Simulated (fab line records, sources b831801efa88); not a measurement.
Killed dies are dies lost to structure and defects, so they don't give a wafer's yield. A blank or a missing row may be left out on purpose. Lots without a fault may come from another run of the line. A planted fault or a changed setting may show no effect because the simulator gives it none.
A struck lot beside a sound one | flow sky130 | 35 steps out of a route of 708
Sound: wafers L536.2, L536.4, L536.6. Struck: wafer L542.1. (L542.3, L542.4 of the same lot were not struck and are left out.) The cause comes at the end.
At each step with rows: each side's tool, then ch and its chambers, then its first start. Under that, the readings that differ: sound wafers | struck wafers | difference of the means | sigmas: that difference in standard deviations of wafers without a fault.
alike: readings whose means differ by less than 2 such deviations, and words and numbers that are the same on both sides. not compared: withheld readings, readings that some wafer has no value for, bounds like >300 that may hide the same value, and numbers for which the record gives no deviation and whose values overlap.
The two part at a step that has a row with sigmas, a row that says differs or no value, or rows on one side only. Numbers that don't overlap but have no deviation are shown without sigmas and don't part them. A reading that every wafer of one side lacks parts them only if that side has two wafers or more.

SKY_SD_P_CD_MEAS_07: target cd 380 nm.
  sound on cd_sem-02, day 28 14:41; struck on cd_sem-02, day 30 19:52
  alike: cd_nm
SKY_SD_P_OVL_MEAS_08:
  sound on overlay-01, day 28 14:48; struck on overlay-01, day 30 19:59
  alike: SD_P_OVL
then, 1 step without rows for these wafers: SKY_SD_P_IMPLANT_09.
SKY_SD_P_STRIP_10: strips in O2/N2.
  sound on plasma_asher-02 ch 0,1, day 28 14:59; struck on plasma_asher-01 ch 0, day 30 20:10
  alike: drypump_motor_current_A, oes_product_au, strip_time_to_endpoint_s
  not compared: rf_hours_counter_h
SKY_SD_P_TW_MEAS_11:
  sound on film_metro-01, day 28 15:05; struck on film_metro-04, day 30 20:16
  reading | sound          | struck | difference | sigmas
  SD_P_TW | 2773 2768 2772 | 2850   | +79        | +3
then, 7 steps without rows for these wafers: SKY_RES_XHIGH_DEHYDRATE_00 (time 60 s); SKY_RES_XHIGH_HMDS_01 (prime time 60 s); SKY_RES_XHIGH_COAT_02 (resist thk 1140 nm); SKY_RES_XHIGH_SOFTBAKE_03 (time 60 s); SKY_RES_XHIGH_EXPOSE_04 (exposes mask URPM, target cd 1270 nm); SKY_RES_XHIGH_PEB_05; SKY_RES_XHIGH_DEVELOP_06 (develop time 60 s).
SKY_RES_XHIGH_IMPLANT_07:
  sound on implanter-01 ch 0, day 29 19:32; struck on implanter-02 ch 0, day 31 23:32
  alike: tilt_deg
SKY_RES_XHIGH_STRIP_08: strips in O2/N2.
  sound on plasma_asher-02 ch 0,1, day 29 19:40; struck on plasma_asher-02 ch 0, day 31 23:41
  alike: drypump_motor_current_A, oes_product_au, strip_time_to_endpoint_s
  not compared: rf_hours_counter_h
SKY_RES_XHIGH_TW_MEAS_09:
  sound on film_metro-02, day 29 19:47; struck on film_metro-02, day 31 23:47
  alike: RES_XHIGH_TW
then, 7 steps without rows for these wafers: SKY_SD_N_DEHYDRATE_00 (time 60 s); SKY_SD_N_HMDS_01 (prime time 60 s); SKY_SD_N_COAT_02 (resist thk 1140 nm); SKY_SD_N_SOFTBAKE_03 (time 60 s); SKY_SD_N_EXPOSE_04 (exposes mask NSDM, target cd 380 nm); SKY_SD_N_PEB_05; SKY_SD_N_DEVELOP_06 (develop time 60 s).
SKY_SD_N_CD_MEAS_07: target cd 380 nm.
  sound on cd_sem-01, day 31 00:18; struck on cd_sem-02, day 33 03:17
  alike: cd_nm
SKY_SD_N_OVL_MEAS_08:
  sound on overlay-01, day 31 00:24; struck on overlay-01, day 33 03:24
  alike: SD_N_OVL
then, 2 steps without rows for these wafers: SKY_SD_N_IMPLANT_09; SKY_SD_N_IMPLANT_10.
SKY_SD_N_STRIP_11: strips in O2/N2.
  sound on plasma_asher-04 ch 0,1, day 31 00:44; struck on plasma_asher-04 ch 0, day 33 03:44
  reading                      | sound             | struck | difference | sigmas
  strip_time_to_endpoint_s (s) | 22.53 22.56 22.53 | 22.45  | -0.09      | -2
  alike: drypump_motor_current_A, oes_product_au
  not compared: rf_hours_counter_h
SKY_SD_N_TW_MEAS_12:
  sound on film_metro-04, day 31 00:50; struck on film_metro-01, day 33 03:50
  alike: SD_N_TW
then, 1 step without rows for these wafers: SKY_SD_N_CLEAN_13 (cleans in SC1/SC2, time 150 s).
SKY_SD_N_RTA_14: time 2 s.
  sound on rtp_anneal-01 ch 0, day 31 00:57; struck on rtp_anneal-01 ch 0, day 33 03:57
  alike: chamber_o2_ppm, lamp_power_pct, wafer_temp_C_max
SKY_SD_N_RS_MEAS_16: measures by four-point-probe.
  sound on film_metro-02, day 31 01:08; struck on film_metro-02, day 33 04:07
  alike: SD_N_RS
SKY_SD_N_RS_MEAS_17: measures by four-point-probe.
  sound on film_metro-02, day 31 01:16; struck on film_metro-02, day 33 04:14
  alike: SD_P_RS
SKY_SD_N_RS_MEAS_18: measures by four-point-probe.
  sound on film_metro-02, day 31 01:23; struck on film_metro-02, day 33 04:22
  reading               | sound             | struck | difference | sigmas
  RES_XHIGH_RS (ohm/sq) | 330.3 332.0 331.3 | 338.9  | +7.7       | +7
then, 1 step without rows for these wafers: SKY_SALICIDE_CLEAN_00 (cleans in HF-last, time 30 s).
-- the record jumps here: 16 days lie between the struck wafers' starts before and after (it left off in module SALICIDE and takes up again in module PAD_OPEN, whose first step shown is number 708 of the route) --
SKY_PAD_OPEN_PROBE_99:
  sound on prober-02, day 48 05:06; struck on prober-02, day 49 13:59
  reading                                  | sound             | struck | difference | sigmas
  model.etest.res_xhigh_po.rs_ohm_sq_range | 65.28 53.38 65.92 | 346.7  | +285.2     |
  alike: killed_at_M0_to_M3, killed_at_M4_up, killed_at_contacts, killed_at_front_end, killed_at_other, killed_dies, killed_open, killed_short

WHERE THEY PART
First at SKY_SD_P_TW_MEAS_11; last, within this record, at SKY_SD_N_RS_MEAS_18. Later steps at which nothing parts them and some readings are alike: SKY_PAD_OPEN_PROBE_99.

WHY: what the simulator had put in
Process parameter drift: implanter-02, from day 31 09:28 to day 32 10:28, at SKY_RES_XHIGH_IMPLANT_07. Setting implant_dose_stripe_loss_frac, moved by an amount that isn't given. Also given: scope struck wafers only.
